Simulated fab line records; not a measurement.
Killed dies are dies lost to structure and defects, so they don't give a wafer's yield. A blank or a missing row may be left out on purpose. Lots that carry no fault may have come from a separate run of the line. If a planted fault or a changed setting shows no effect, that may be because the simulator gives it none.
A sampling plan put to the test | flow sky130 | one fab line, 50 faults that these records tell of, each judged on the records of the lots that it struck
The plan is the line's own looks: the steps of the route at which a gauge or an inspection reads the wafer and doesn't change it. A look is open to judgement when struck wafers have a number at it and the file gives its usual mean and standard deviation on fault-free wafers. Caught: the struck wafers' mean, at a look after the fault's first step, is 4 or more of those standard deviations (sigma) away from the usual mean. On the tool: the same test on the tool's own readings at the fault's steps. It also counts as caught if the struck wafers ran another recipe or if their record alone is blank.

## THE FAULTS, as the simulator had put them in
1. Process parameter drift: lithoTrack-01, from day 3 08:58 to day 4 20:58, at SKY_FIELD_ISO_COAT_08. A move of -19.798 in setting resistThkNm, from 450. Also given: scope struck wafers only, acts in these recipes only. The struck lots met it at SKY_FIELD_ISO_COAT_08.
2. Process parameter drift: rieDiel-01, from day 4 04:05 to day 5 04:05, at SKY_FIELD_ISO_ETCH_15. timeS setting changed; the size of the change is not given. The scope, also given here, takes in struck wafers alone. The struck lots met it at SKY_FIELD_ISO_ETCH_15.
3. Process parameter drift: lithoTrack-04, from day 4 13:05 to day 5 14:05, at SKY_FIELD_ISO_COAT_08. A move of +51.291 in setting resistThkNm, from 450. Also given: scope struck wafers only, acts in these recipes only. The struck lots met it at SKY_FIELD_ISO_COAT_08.
4. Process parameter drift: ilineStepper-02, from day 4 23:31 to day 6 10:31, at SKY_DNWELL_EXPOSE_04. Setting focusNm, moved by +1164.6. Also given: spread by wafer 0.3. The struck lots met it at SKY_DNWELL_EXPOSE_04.
5. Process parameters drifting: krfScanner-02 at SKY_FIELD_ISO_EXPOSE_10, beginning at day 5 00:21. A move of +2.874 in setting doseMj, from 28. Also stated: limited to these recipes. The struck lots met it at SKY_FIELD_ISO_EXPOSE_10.
6. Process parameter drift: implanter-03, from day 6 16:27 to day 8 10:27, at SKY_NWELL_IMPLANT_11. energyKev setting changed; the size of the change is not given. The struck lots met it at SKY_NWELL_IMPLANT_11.
7. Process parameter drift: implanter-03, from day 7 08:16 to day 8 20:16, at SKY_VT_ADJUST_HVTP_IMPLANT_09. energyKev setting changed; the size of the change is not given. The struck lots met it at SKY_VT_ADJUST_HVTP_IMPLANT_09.
8. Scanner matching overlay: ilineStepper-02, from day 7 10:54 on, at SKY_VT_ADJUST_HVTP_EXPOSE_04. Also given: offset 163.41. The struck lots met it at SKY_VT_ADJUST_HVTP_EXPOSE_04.
9. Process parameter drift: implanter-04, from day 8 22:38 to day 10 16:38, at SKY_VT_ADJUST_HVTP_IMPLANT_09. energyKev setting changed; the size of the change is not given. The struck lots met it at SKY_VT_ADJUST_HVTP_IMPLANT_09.
10. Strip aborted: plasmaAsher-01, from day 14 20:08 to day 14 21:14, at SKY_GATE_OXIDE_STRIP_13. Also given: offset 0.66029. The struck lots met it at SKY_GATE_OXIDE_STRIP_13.
11. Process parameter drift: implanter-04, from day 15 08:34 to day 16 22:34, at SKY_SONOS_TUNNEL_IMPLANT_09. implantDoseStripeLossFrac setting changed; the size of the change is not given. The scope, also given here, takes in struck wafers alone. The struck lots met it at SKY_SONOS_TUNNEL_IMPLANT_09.
12. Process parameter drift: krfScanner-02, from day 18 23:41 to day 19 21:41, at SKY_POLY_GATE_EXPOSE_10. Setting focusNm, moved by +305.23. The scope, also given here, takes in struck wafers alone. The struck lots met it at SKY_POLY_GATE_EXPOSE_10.
13. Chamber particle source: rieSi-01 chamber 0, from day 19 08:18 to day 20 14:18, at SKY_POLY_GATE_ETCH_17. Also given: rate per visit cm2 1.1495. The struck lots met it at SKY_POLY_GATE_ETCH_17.
14. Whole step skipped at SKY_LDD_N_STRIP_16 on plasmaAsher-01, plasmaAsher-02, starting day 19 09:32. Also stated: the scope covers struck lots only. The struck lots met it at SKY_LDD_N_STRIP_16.
15. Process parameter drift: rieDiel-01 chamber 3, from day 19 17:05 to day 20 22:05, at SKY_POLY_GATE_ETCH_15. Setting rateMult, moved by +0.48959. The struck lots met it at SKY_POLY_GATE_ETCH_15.
16. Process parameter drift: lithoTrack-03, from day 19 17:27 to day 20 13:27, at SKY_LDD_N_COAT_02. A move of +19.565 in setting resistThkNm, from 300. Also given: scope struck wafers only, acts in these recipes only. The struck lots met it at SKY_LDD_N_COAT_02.
17. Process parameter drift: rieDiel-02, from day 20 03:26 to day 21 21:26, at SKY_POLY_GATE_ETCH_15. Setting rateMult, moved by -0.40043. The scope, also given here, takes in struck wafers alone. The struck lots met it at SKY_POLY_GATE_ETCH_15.
18. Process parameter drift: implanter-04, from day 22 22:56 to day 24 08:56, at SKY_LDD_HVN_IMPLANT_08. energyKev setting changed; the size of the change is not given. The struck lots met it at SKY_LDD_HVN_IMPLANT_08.
19. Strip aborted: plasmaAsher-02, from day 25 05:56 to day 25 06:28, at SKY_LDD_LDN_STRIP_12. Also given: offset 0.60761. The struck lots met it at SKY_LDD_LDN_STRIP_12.
20. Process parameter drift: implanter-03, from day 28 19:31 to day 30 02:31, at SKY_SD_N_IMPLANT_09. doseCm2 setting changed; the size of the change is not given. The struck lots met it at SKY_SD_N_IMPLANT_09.
21. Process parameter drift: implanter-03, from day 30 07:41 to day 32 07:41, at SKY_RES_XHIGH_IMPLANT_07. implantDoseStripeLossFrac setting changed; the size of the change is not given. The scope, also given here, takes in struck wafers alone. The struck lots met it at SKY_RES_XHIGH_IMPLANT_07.
22. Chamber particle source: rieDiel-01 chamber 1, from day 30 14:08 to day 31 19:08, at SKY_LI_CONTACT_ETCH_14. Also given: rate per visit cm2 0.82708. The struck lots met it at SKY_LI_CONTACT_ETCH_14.
23. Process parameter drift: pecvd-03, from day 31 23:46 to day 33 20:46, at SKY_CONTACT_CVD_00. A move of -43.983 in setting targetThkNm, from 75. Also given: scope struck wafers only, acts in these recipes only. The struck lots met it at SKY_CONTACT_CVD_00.
24. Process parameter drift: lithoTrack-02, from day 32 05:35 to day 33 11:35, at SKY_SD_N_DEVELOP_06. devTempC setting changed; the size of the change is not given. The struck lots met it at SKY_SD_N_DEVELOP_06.
25. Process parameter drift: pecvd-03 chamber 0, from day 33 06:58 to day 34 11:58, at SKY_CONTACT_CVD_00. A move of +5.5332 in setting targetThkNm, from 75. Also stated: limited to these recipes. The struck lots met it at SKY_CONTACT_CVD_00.
26. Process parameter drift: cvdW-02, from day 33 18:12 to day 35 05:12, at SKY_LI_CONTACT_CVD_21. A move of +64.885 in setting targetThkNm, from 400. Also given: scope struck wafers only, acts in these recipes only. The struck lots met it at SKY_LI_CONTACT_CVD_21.
27. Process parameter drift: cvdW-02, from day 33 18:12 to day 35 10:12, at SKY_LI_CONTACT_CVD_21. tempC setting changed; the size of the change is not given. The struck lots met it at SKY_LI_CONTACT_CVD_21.
28. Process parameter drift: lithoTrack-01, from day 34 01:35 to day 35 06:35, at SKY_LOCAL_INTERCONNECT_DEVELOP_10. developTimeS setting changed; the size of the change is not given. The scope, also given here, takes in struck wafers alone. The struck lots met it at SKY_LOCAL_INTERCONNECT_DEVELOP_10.
29. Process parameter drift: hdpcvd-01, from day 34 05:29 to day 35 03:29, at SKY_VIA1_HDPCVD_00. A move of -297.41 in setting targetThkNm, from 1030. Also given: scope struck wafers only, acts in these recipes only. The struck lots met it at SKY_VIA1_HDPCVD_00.
30. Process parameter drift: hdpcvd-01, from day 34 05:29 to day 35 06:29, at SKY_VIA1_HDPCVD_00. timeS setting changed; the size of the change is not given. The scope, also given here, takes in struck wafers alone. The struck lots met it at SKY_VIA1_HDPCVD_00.
31. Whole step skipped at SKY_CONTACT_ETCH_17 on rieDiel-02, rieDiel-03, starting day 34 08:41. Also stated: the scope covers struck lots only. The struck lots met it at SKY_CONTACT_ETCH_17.
32. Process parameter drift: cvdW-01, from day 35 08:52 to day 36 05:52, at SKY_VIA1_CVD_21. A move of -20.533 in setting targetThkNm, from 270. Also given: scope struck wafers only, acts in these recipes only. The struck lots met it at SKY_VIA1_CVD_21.
33. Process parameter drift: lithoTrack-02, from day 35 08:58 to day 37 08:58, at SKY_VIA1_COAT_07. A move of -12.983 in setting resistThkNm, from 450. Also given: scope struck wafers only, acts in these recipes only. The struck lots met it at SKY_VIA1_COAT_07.
34. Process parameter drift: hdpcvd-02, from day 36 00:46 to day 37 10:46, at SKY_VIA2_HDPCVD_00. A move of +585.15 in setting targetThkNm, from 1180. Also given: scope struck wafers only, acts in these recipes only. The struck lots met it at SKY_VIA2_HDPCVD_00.
35. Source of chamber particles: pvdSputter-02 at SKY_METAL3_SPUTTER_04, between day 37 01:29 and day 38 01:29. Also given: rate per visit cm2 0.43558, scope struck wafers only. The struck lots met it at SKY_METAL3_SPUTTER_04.
36. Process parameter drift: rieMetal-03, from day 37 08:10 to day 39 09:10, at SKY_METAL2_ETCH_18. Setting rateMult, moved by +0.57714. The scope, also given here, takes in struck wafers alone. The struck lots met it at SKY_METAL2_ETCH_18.
37. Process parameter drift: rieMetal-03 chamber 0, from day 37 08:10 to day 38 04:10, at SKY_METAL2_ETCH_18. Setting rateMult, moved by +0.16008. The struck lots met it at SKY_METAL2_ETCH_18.
38. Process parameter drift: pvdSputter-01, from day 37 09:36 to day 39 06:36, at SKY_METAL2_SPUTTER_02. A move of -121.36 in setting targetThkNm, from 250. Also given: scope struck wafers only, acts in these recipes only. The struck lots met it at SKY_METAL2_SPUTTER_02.
39. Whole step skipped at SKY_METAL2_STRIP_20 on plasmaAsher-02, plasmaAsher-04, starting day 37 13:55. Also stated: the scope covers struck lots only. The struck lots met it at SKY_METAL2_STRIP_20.
40. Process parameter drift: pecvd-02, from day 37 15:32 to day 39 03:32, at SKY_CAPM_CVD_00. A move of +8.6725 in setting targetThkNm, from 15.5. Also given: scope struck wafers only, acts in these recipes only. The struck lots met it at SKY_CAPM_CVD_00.
41. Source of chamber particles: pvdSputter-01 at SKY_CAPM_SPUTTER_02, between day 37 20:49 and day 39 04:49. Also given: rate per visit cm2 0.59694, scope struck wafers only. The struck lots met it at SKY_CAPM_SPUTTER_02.
42. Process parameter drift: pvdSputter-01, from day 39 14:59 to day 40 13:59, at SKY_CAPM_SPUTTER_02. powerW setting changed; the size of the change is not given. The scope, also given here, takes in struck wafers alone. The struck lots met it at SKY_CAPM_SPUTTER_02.
43. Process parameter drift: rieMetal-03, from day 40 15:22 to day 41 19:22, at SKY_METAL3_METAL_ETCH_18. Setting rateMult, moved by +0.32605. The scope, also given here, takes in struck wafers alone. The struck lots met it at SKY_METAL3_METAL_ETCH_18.
44. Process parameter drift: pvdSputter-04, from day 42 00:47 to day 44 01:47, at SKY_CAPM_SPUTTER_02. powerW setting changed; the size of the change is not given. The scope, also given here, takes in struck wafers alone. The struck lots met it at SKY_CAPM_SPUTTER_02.
45. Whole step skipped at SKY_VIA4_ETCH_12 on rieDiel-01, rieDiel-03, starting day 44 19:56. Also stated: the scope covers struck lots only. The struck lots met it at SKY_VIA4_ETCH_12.
46. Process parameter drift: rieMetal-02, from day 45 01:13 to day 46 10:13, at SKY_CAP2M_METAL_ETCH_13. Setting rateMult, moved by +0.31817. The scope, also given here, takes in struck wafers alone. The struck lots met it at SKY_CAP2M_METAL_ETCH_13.
47. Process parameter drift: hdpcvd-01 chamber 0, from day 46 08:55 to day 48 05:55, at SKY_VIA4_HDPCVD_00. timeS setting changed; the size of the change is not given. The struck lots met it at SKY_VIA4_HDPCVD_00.
48. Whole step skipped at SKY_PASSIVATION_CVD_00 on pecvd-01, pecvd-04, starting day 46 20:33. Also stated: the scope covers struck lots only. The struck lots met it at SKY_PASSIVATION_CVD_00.
49. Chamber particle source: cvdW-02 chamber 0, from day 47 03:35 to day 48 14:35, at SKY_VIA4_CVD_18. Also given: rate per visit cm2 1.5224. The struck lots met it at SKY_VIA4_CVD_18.
50. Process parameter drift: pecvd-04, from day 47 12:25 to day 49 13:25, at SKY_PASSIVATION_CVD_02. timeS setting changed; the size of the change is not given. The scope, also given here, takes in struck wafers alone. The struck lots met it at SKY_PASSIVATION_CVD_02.

## WHAT THE PLAN SAW
fault | on the tool itself                               | first look that catches it                      | reading, sigma                                                      | median hours from its first step to that look | hours from the fault's start to the first struck lot there | judged looks passed uncaught
1     | no reading that can be judged                    | no look after it can be judged                  | -                                                                   | -                                             | -                                                          | 0
2     | runLengthS -19 sigma                             | none of the 2 looks that can be judged after it | -                                                                   | -                                             | -                                                          | 2
3     | under 2 sigma                                    | not the one look that can be judged after it    | -                                                                   | -                                             | -                                                          | 1
4     | under 2 sigma                                    | none of the 5 looks that can be judged after it | -                                                                   | -                                             | -                                                          | 5
5     | exposureDoseMJCm2 +98 sigma                      | SKY_FIELD_ISO_CD_MEAS_13                        | cdNm -11                                                            | 9.3                                           | 28                                                         | 0
6     | beamEnergyKeV +99 or beyond sigma                | SKY_NWELL_TW_MEAS_15                            | NWELL_TW +4.7                                                       | 0.6                                           | 10                                                         | 0
7     | beamEnergyKeV -99 or beyond sigma                | SKY_VT_ADJUST_HVTP_TW_MEAS_11                   | VT_ADJUST_HVTP_TW -4.8                                              | 0.2                                           | 11                                                         | 0
8     | under 2 sigma                                    | SKY_VT_ADJUST_HVTP_OVL_MEAS_08                  | VT_ADJUST_HVTP_OVL +99 or beyond                                    | 9.4                                           | 11                                                         | 1
9     | beamEnergyKeV +99 or beyond sigma                | none of the 3 looks that can be judged after it | strongest: VT_ADJUST_HVTP_TW at SKY_VT_ADJUST_HVTP_TW_MEAS_11, +2.9 | -                                             | -                                                          | 3
10    | oesProductAu +49 sigma                           | no look after it can be judged                  | -                                                                   | -                                             | -                                                          | 0
11    | no reading that can be judged                    | none of the 2 looks that can be judged after it | strongest: SONOS_TUNNEL_TW at SKY_SONOS_TUNNEL_TW_MEAS_12, -3.0     | -                                             | -                                                          | 2
12    | under 2 sigma                                    | SKY_POLY_GATE_CD_MEAS_13                        | cdNm -39                                                            | 15.2                                          | 20                                                         | 0
13    | under 2 sigma                                    | no look after it can be judged                  | -                                                                   | -                                             | -                                                          | 0
14    | the tool's record is blank for the struck wafers | SKY_LDD_P_TW_MEAS_11                            | LDD_P_TW -99 or beyond                                              | 30.3                                          | 41                                                         | 1
15    | under 2 sigma                                    | SKY_POLY_GATE_CD_MEAS_22                        | cdNm -5.7                                                           | 1.8                                           | 12                                                         | 0
16    | under 2 sigma                                    | not the one look that can be judged after it    | -                                                                   | -                                             | -                                                          | 1
17    | under 2 sigma                                    | SKY_POLY_GATE_CD_MEAS_22                        | cdNm +4.0                                                           | 2.2                                           | 11                                                         | 0
18    | beamEnergyKeV -99 or beyond sigma                | SKY_LDD_HVN_TW_MEAS_10                          | LDD_HVN_TW -12                                                      | 0.2                                           | 7                                                          | 0
19    | oesProductAu +51 sigma                           | not the one look that can be judged after it    | -                                                                   | -                                             | -                                                          | 1
20    | doseIonsCm2 -99 or beyond sigma                  | SKY_SD_N_TW_MEAS_12                             | SD_N_TW -28                                                         | 0.4                                           | 1                                                          | 0
21    | under 2 sigma                                    | SKY_RES_XHIGH_TW_MEAS_09                        | RES_XHIGH_TW -5.9                                                   | 0.2                                           | 4                                                          | 0
22    | under 2 sigma                                    | not the one look that can be judged after it    | -                                                                   | -                                             | -                                                          | 1
23    | under 2 sigma                                    | SKY_CONTACT_THK_MEAS_01                         | CONTACT_CVD_00_THK -45                                              | 0.0                                           | 13                                                         | 0
24    | developerTempC -22 sigma                         | none of the 2 looks that can be judged after it | strongest: cdNm at SKY_SD_N_CD_MEAS_07, +2.5                        | -                                             | -                                                          | 2
25    | under 2 sigma                                    | SKY_CONTACT_THK_MEAS_01                         | CONTACT_CVD_00_THK +5.2                                             | 0.0                                           | 9                                                          | 0
26    | under 2 sigma                                    | SKY_LI_CONTACT_RS_MEAS_22                       | LI_CONTACT_W_RS -12                                                 | 0.1                                           | 18                                                         | 0
27    | susceptorTempC -9.1 sigma                        | SKY_LI_CONTACT_RS_MEAS_22                       | LI_CONTACT_W_RS +5.1                                                | 0.1                                           | 18                                                         | 0
28    | no reading that can be judged                    | none of the 2 looks that can be judged after it | -                                                                   | -                                             | -                                                          | 2
29    | under 2 sigma                                    | SKY_VIA1_THK_MEAS_01                            | VIA1_HDPCVD_THK -26                                                 | 0.1                                           | 10                                                         | 0
30    | runLengthS -40 sigma                             | SKY_VIA1_THK_MEAS_01                            | VIA1_HDPCVD_THK -9.6                                                | 0.1                                           | 17                                                         | 0
31    | the tool's record is blank for the struck wafers | no look after it can be judged                  | -                                                                   | -                                             | -                                                          | 0
32    | under 2 sigma                                    | SKY_VIA1_RS_MEAS_22                             | VIA1_W_RS +9.7                                                      | 0.1                                           | 9                                                          | 0
33    | no reading that can be judged                    | no look after it can be judged                  | -                                                                   | -                                             | -                                                          | 0
34    | under 2 sigma                                    | SKY_VIA2_THK_MEAS_01                            | VIA2_HDPCVD_THK +53                                                 | 0.1                                           | 2                                                          | 0
35    | under 2 sigma                                    | none of the 2 looks that can be judged after it | -                                                                   | -                                             | -                                                          | 2
36    | under 2 sigma                                    | no look after it can be judged                  | -                                                                   | -                                             | -                                                          | 0
37    | under 2 sigma                                    | no look after it can be judged                  | -                                                                   | -                                             | -                                                          | 0
38    | under 2 sigma                                    | SKY_METAL2_RS_MEAS_05                           | METAL2_ALCU_RS +99 or beyond                                        | 0.1                                           | 6                                                          | 0
39    | no reading that can be judged                    | no look after it can be judged                  | -                                                                   | -                                             | -                                                          | 0
40    | under 2 sigma                                    | SKY_CAPM_THK_MEAS_01                            | CAPM_CVD_00_THK +37                                                 | 0.0                                           | 9                                                          | 0
41    | under 2 sigma                                    | not the one look that can be judged after it    | -                                                                   | -                                             | -                                                          | 1
42    | cathodeDcPowerW +99 or beyond sigma              | SKY_CAPM_RS_MEAS_03                             | CAPM_TIN_RS -13                                                     | 0.1                                           | 11                                                         | 0
43    | under 2 sigma                                    | no look after it can be judged                  | -                                                                   | -                                             | -                                                          | 0
44    | cathodeDcPowerW +99 or beyond sigma              | SKY_CAPM_RS_MEAS_03                             | CAPM_TIN_RS -39                                                     | 0.1                                           | 8                                                          | 0
45    | the tool's record is blank for the struck wafers | no look after it can be judged                  | -                                                                   | -                                             | -                                                          | 0
46    | under 2 sigma                                    | no look after it can be judged                  | -                                                                   | -                                             | -                                                          | 0
47    | runLengthS +99 or beyond sigma                   | SKY_VIA4_THK_MEAS_01                            | VIA4_HDPCVD_THK +50                                                 | 0.2                                           | 4                                                          | 0
48    | the tool's record is blank for the struck wafers | no look after it can be judged                  | -                                                                   | -                                             | -                                                          | 0
49    | under 2 sigma                                    | not the one look that can be judged after it    | -                                                                   | -                                             | -                                                          | 1
50    | under 2 sigma                                    | SKY_PASSIVATION_THK_MEAS_03                     | PASSIVATION_CVD_02_THK +10                                          | 0.2                                           | 18                                                         | 0
A dash: the fault is not caught, or the number is missing from these records.

Caught at a look: 25 of 50. Caught on the tool: 19 of 50. By one or the other: 33 of 50.
On the tool alone, faults 2, 9, 10, 19, 24, 31, 45, 48 were caught.
Caught at a look alone: faults 8, 12, 15, 17, 21, 23, 25, 26, 29, 32, 34, 38, 40, 50.
Caught by neither: faults 1, 3, 4, 11, 13, 16, 22, 28, 33, 35, 36, 37, 39, 41, 43, 46, 49.

## THINNER SAMPLING
Were the look that catches a fault to measure just every second or every third lot (counted by lot number), the first struck lot would, at worst, be measured this late:
fault | struck lots at that look, in order of time | every lot | every second lot | every third lot
5     | L605, L606                                 | 28 h      | 31 h             | may miss all 2
6     | L646, L647, L648                           | 10 h      | 14 h             | 19 h
7     | L329, L331, L333                           | 11 h      | may miss all 3   | 33 h
8     | L878, L879, L880, L884                     | 11 h      | 17 h             | 24 h
12    | L474, L475                                 | 20 h      | 28 h             | may miss all 2
14    | L357, L358, L359                           | 41 h      | 49 h             | 49 h
15    | L481                                       | 12 h      | may miss it      | may miss it
17    | L485, L488                                 | 11 h      | 40 h             | may miss all 2
18    | L740, L741                                 | 7 h       | 9 h              | may miss all 2
20    | L565, L563                                 | 1 h       | may miss all 2   | may miss all 2
21    | L850, L852                                 | 4 h       | may miss all 2   | may miss all 2
23    | L899, L901, L904                           | 13 h      | 40 h             | may miss all 3
25    | L356, L357                                 | 9 h       | 18 h             | may miss all 2
26    | L628, L629                                 | 18 h      | 26 h             | may miss all 2
27    | L925, L926                                 | 18 h      | 26 h             | may miss all 2
29    | L694, L695                                 | 10 h      | 17 h             | may miss all 2
30    | L397                                       | 17 h      | may miss it      | may miss it
32    | L447, L448                                 | 9 h       | 17 h             | may miss all 2
34    | L914, L917                                 | 2 h       | 31 h             | may miss all 2
38    | L916, L918                                 | 6 h       | may miss all 2   | may miss all 2
40    | L333, L337                                 | 9 h       | may miss all 2   | may miss all 2
42    | L717                                       | 11 h      | may miss it      | may miss it
44    | L278, L279                                 | 8 h       | 24 h             | may miss all 2
47    | L996, L998, L999                           | 4 h       | 34 h             | may miss all 3
50    | L305, L308                                 | 18 h      | 45 h             | may miss all 2
Hours count from the start of the fault until the first struck lot that is measured. 4 sigma limit: tested on the pooled struck wafers, so a lone lot may be under it. Other struck lots may not be in these records.

## THE LONGEST TIMED WAY FROM STEP TO LOOK
Fault 14: the median time between SKY_LDD_N_STRIP_16 and SKY_LDD_P_TW_MEAS_11 is 30.3 hours. The look between them that can be judged stayed within 4 sigma: SKY_LDD_N_TW_MEAS_17.
